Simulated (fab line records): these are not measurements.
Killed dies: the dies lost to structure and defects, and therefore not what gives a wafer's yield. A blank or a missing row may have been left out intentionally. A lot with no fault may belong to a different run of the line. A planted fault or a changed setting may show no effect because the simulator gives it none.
Which tool did it? + flow sky130 + 36 wafers from 12 lots sampled at 3 of the route's 708 steps

== WHAT THE GAUGES SHOWED, per wafer ==
SKY_CAPM_RS_MEAS_03: measurement is done with a four-point probe. Usual: CAPM_TIN_RS typically reads 6.90 ohm/sq, with standard deviation 0.096.
| lot  | measured     | on           | CAPM_TIN_RS (ohm/sq) | flag |
|------|--------------|--------------|----------------------|------|
| L823 | day 36 12:22 | filmMetro-03 | 6.90 7.07 6.88       |      |
| L829 | day 38 16:13 | filmMetro-03 | 6.87 6.82 6.87       |      |
| L830 | day 39 14:05 | filmMetro-02 | 6.97 7.00 7.12       |      |
| L833 | day 39 19:22 | filmMetro-01 | 7.03 7.03 7.03       |      |
| L835 | day 40 18:20 | filmMetro-02 | 6.89 7.01 6.92       |      |
| L837 | day 41 13:50 | filmMetro-01 | 6.87 6.83 6.86       |      |
| L839 | day 41 19:32 | filmMetro-02 | 6.75 6.97 6.77       |      |
| L840 | day 41 19:58 | filmMetro-02 | 6.88 6.90 6.93       |      |
| L841 | day 41 22:57 | filmMetro-01 | 7.07 7.12 6.97       |      |
| L842 | day 42 05:03 | filmMetro-03 | 6.88 6.80 6.84       |      |
| L843 | day 42 05:29 | filmMetro-02 | 6.95 6.80 6.85       |      |
| L844 | day 42 21:33 | filmMetro-01 | 6.91 6.87 6.84       |      |

SKY_VIA3_OVL_MEAS_13. Usual: VIA3_OVL typically reads -4 nm, with standard deviation 6.4.
| lot  | measured     | on         | VIA3_OVL (nm) | flag |
|------|--------------|------------|---------------|------|
| L823 | day 39 18:34 | overlay-01 | 4 3 -10       |      |
| L829 | day 41 19:56 | overlay-01 | -8 0 -8       |      |
| L830 | day 42 15:19 | overlay-02 | -2 -2 1       |      |
| L833 | day 42 21:10 | overlay-02 | -12 -1 -12    |      |
| L835 | day 43 19:13 | overlay-02 | 2 -2 0        |      |
| L837 | day 44 11:41 | overlay-01 | 0 1 2         |      |
| L839 | day 44 17:40 | overlay-01 | -3 -4 -7      |      |
| L840 | day 44 18:01 | overlay-02 | 5 6 7         |      |
| L841 | day 44 20:58 | overlay-02 | -11 -15 -9    |      |
| L842 | day 45 02:40 | overlay-02 | -2 -5 -2      |      |
| L843 | day 45 03:38 | overlay-02 | -3 -2 -4      |      |
| L844 | day 45 18:28 | overlay-01 | -7 5 -2       |      |

== WHICH TOOL RAN EACH LOT (tool, then ch and the chambers of the sampled wafers, then the start) ==
| lot  | SKY_CAPM_CVD_00                 |
|------|---------------------------------|
| L823 | pecvd-04 ch 1,2, day 36 12:10   |
| L829 | pecvd-04 ch 0,1, day 38 16:00   |
| L830 | pecvd-02 ch 0,1,2, day 39 13:52 |
| L833 | pecvd-01 ch 1,2, day 39 19:10   |
| L835 | pecvd-01 ch 0,1,2, day 40 18:08 |
| L837 | pecvd-04 ch 0,1, day 41 13:37   |
| L839 | pecvd-01 ch 1,2, day 41 19:20   |
| L840 | pecvd-04 ch 0,2, day 41 19:47   |
| L841 | pecvd-04 ch 0,1,2, day 41 22:46 |
| L842 | pecvd-01 ch 0,1, day 42 04:52   |
| L843 | pecvd-04 ch 0,1, day 42 05:17   |
| L844 | pecvd-01 ch 0,1, day 42 21:22   |
- SKY_CAPM_CVD_00: deposits SiO2, target thk 15.5 nm.

== WHAT THE TOOLS THEMSELVES READ (means of the sampled wafers that have a number; where no wafer has one, the mark that the record gives instead) ==
SKY_CAPM_CVD_00. Usual: heaterPowerW 688 W, standard deviation 110.
| lot  | tool     | heaterPowerW (W) | flag |
|------|----------|------------------|------|
| L823 | pecvd-04 | 577              |      |
| L829 | pecvd-04 | 541              |      |
| L830 | pecvd-02 | 811              |      |
| L833 | pecvd-01 | 788              |      |
| L835 | pecvd-01 | 751              |      |
| L837 | pecvd-04 | 620              |      |
| L839 | pecvd-01 | 730              |      |
| L840 | pecvd-04 | 652              |      |
| L841 | pecvd-04 | 600              |      |
| L842 | pecvd-01 | 774              |      |
| L843 | pecvd-04 | 569              |      |
| L844 | pecvd-01 | 790              |      |

== THE ANSWER, worked out from the rows above alone ==
Rule: lot off if the mean of its wafers having a number is beyond 3 standard deviations from the usual mean. A lot without any number at a reading at which 4 lots or more have one is off too. Any other lot the step has rows for is counted as sound. The gauges are gone through in route order, then the tools' own readings, and for those a lot's mean is taken as printed above. At the first step where some lot is off, the reading lying furthest off is the one used; lots without a number count as furthest.
Nothing can be told from this: no lot is off at any reading shown.

== WHAT THE SIMULATOR HAD INSERTED ==
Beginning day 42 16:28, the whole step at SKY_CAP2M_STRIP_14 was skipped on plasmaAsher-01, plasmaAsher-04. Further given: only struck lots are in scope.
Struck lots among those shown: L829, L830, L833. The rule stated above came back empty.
